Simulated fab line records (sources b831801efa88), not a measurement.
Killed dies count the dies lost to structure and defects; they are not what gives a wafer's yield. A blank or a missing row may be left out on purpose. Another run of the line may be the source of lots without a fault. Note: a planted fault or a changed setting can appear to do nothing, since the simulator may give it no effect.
8D (eight disciplines) problem report, filled in by code / flow gf180mcu / the parts of the form that need people (team, actions taken, sign-off) are left out

1. THE PROBLEM
PASSIVATION_CVD_00_THK at GF_PASSIVATION_THK_MEAS_01 reads a mean of 825 nm on 2 wafers of 1 lot; wafers without a fault read 1004 nm with a standard deviation of 14. Measured from the usual mean, that is -13 standard deviations.
Seen first at day 31 03:17 on film_metro-01, wafer L452.3. The record has a number at this step for 36 wafers belonging to 12 lots. By rule, "out" or "out of limits" means more than 4 standard deviations away from the usual mean. The rest of the wafers with a number are treated as sound.

2. WHAT IT IS AND WHAT IT IS NOT
question=which readings at this step | is=PASSIVATION_CVD_00_THK | is not=-
question=which lots | is=L452 | is not=L442, L443, L445, L456, L459, L460, L461, L462, L463, L464, L465
question=which wafers of those lots | is=L452.3, L452.4 | is not=L452.1
question=read on which gauges | is=film_metro-01 | is not=film_metro-02, film_metro-04
question=when | is=from day 31 03:17 | is not=up to then (10 sound wafers); but 24 sound wafers of L456, L459, L460, L461, L462, L463, L464, L465 came after

3. THE SUSPECTS, EACH WITH WHAT RULES IT OUT
Counting: a tool at a process step up to the reading stays a suspect if it ran every lot that is out. Sound lots after the first of them don't rule it out here, since some wafers of a struck lot are sound.
- the gauge at GF_PASSIVATION_THK_MEAS_01: kept. All the wafers that are out were read on film_metro-01, and no step on other tools shows them out.
- cmp-01 at GF_V5_CMP_26 (polishes, stops on SiO2, t overpolish 15 s, target thk 0 nm): kept. It ran the lot that is out, L452 (day 30 07:40); its last sound lot up to then is L443 (day 27 15:30).
- pecvd-04 at GF_PASSIVATION_CVD_00 (deposits SiO2 from TEOS, target thk 1000 nm, time 111.95 s): kept. It ran the lot that is out, L452 (day 31 03:13).
- Within cmp-01 at GF_V5_CMP_26: the wafers that are out ran in chambers 0, 1; their sound lot-mates ran in chamber 3.
- Within pecvd-04 at GF_PASSIVATION_CVD_00: the wafers that are out ran in chambers 0, 1; their sound lot-mates ran in chamber 2.
Still standing after the count: cmp-01 at GF_V5_CMP_26, pecvd-04 at GF_PASSIVATION_CVD_00, film_metro-01 at GF_PASSIVATION_THK_MEAS_01.

4. THE CAUSE (what the simulator had put in)
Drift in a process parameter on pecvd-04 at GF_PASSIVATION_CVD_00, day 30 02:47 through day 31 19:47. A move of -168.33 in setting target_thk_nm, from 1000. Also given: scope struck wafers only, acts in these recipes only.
3 suspects survive the count, and this tool is in that group.

5. SEQUENCE OF EFFECTS, ordered by route
One row per reading whose mean, taken over the struck wafers that have a number, lies over 3 standard deviations from the usual. Only readings whose record carries a usual standard deviation are examined. hours: median over the lots of the time between each lot's start at the first step of this table that gives one and its start at this step. sigmas: the change, counted in usual standard deviations.
hours=0; step=GF_PASSIVATION_THK_MEAS_01; reading=PASSIVATION_CVD_00_THK; usual=1004 nm; on struck wafers=825; change=-179; sigmas=-13
Later measuring or inspecting steps at which every struck wafer that the step has a row for has a number for every such reading, and none has moved that far: GF_PASSIVATION_BOW_MEAS_14.

6. WHAT WOULD HAVE CAUGHT IT SOONER
In this record the first reading out of limits at a measuring or inspecting step was taken at day 31 03:17, 24 hours after the fault began at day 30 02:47.
No tool reading at GF_PASSIVATION_CVD_00 that has a usual standard deviation in the record was out on any struck wafer, so an alarm limit of 4 standard deviations on those readings would not have fired.
By day 31 03:17 the whole set of lots that are out, 1 in number, had already begun GF_PASSIVATION_CVD_00 on pecvd-04. Tool hold at that time: it would have spared none of them.
